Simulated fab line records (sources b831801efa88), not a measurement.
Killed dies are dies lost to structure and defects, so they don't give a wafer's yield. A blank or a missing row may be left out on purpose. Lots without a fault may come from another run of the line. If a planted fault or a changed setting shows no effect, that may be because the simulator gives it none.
What tool caused it? :: flow sky130 :: 6 lots, 18 wafers sampled, at 3 steps of a route of 708

== WHAT EACH GAUGE READ, for each wafer ==
SKY_VT_ADJUST_LVTN_TW_MEAS_21.
lot: L235
measured: day 8 05:31
on: film-metro-03
VT_ADJUST_LVTN_2_TW: 189.1 189.4 189.3

lot: L240
measured: day 9 16:41
on: film-metro-03
VT_ADJUST_LVTN_2_TW: 186.9 189.5 188.0

lot: L242
measured: day 10 06:08
on: film-metro-03
VT_ADJUST_LVTN_2_TW: 189.7 190.5 190.0

lot: L246
measured: day 11 06:05
on: film-metro-01
VT_ADJUST_LVTN_2_TW: 220.7 220.7 221.5

lot: L252
measured: day 13 06:46
on: film-metro-04
VT_ADJUST_LVTN_2_TW: 189.5 190.2 190.2

lot: L254
measured: day 13 15:59
on: film-metro-04
VT_ADJUST_LVTN_2_TW: 189.9 189.2 189.4

== TOOL THAT RAN EACH LOT (tool first, then ch and the chambers of the sampled wafers, then the start) ==
lot: L235
SKY_FIELD_ISO_STRIP_16: plasma-asher-04 ch 0,1, day 2 14:37
SKY_VT_ADJUST_LVTN_IMPLANT_19: implanter-03 ch 0, day 8 05:17

lot: L240
SKY_FIELD_ISO_STRIP_16: plasma-asher-02 ch 0,1, day 3 17:53
SKY_VT_ADJUST_LVTN_IMPLANT_19: implanter-03 ch 0, day 9 16:28

lot: L242
SKY_FIELD_ISO_STRIP_16: plasma-asher-01 ch 1, day 4 03:52
SKY_VT_ADJUST_LVTN_IMPLANT_19: implanter-01 ch 0, day 10 05:53

lot: L246
SKY_FIELD_ISO_STRIP_16: plasma-asher-04 ch 0,1, day 5 00:51
SKY_VT_ADJUST_LVTN_IMPLANT_19: implanter-01 ch 0, day 11 05:50

lot: L252
SKY_FIELD_ISO_STRIP_16: plasma-asher-01 ch 0,1, day 6 06:52
SKY_VT_ADJUST_LVTN_IMPLANT_19: implanter-02 ch 0, day 13 06:31

lot: L254
SKY_FIELD_ISO_STRIP_16: plasma-asher-02 ch 0,1, day 6 19:32
SKY_VT_ADJUST_LVTN_IMPLANT_19: implanter-02 ch 0, day 13 15:46
- SKY_FIELD_ISO_STRIP_16: strips in O2/N2.
- SKY_VT_ADJUST_LVTN_IMPLANT_19

== THE ANSWER, worked out from the rows above alone ==
Rule: the usual values come from the lots themselves. Put in order of their means at a reading, lots are off if they are a third of the lots or fewer, leave a main group of 4 or more, and stand apart from it by a gap of 3 or more times the standard deviation of the main group's means; of several such gaps the widest counts. If all means in a main group match to the digits the tables above print for the reading, that group is not used. A lot without any number at a reading at which 4 lots or more have one is off too. Where the step has rows for the other lots, those lots are counted as sound.
Off: L246, seen at SKY_VT_ADJUST_LVTN_TW_MEAS_21 (VT_ADJUST_LVTN_2_TW). The main group has a mean of 189.4 with a standard deviation of 0.69.
A tool fits if, at a process step before that reading, it ran every lot that is off, and no sound lot after the first of them. The gauges at SKY_VT_ADJUST_LVTN_TW_MEAS_21 are tried like those tools. Can't be told from this: 3 tools fit, plasma-asher-04 at SKY_FIELD_ISO_STRIP_16, implanter-01 at SKY_VT_ADJUST_LVTN_IMPLANT_19, film-metro-01 at SKY_VT_ADJUST_LVTN_TW_MEAS_21.

== WHAT THE SIMULATOR HAD PUT IN ==
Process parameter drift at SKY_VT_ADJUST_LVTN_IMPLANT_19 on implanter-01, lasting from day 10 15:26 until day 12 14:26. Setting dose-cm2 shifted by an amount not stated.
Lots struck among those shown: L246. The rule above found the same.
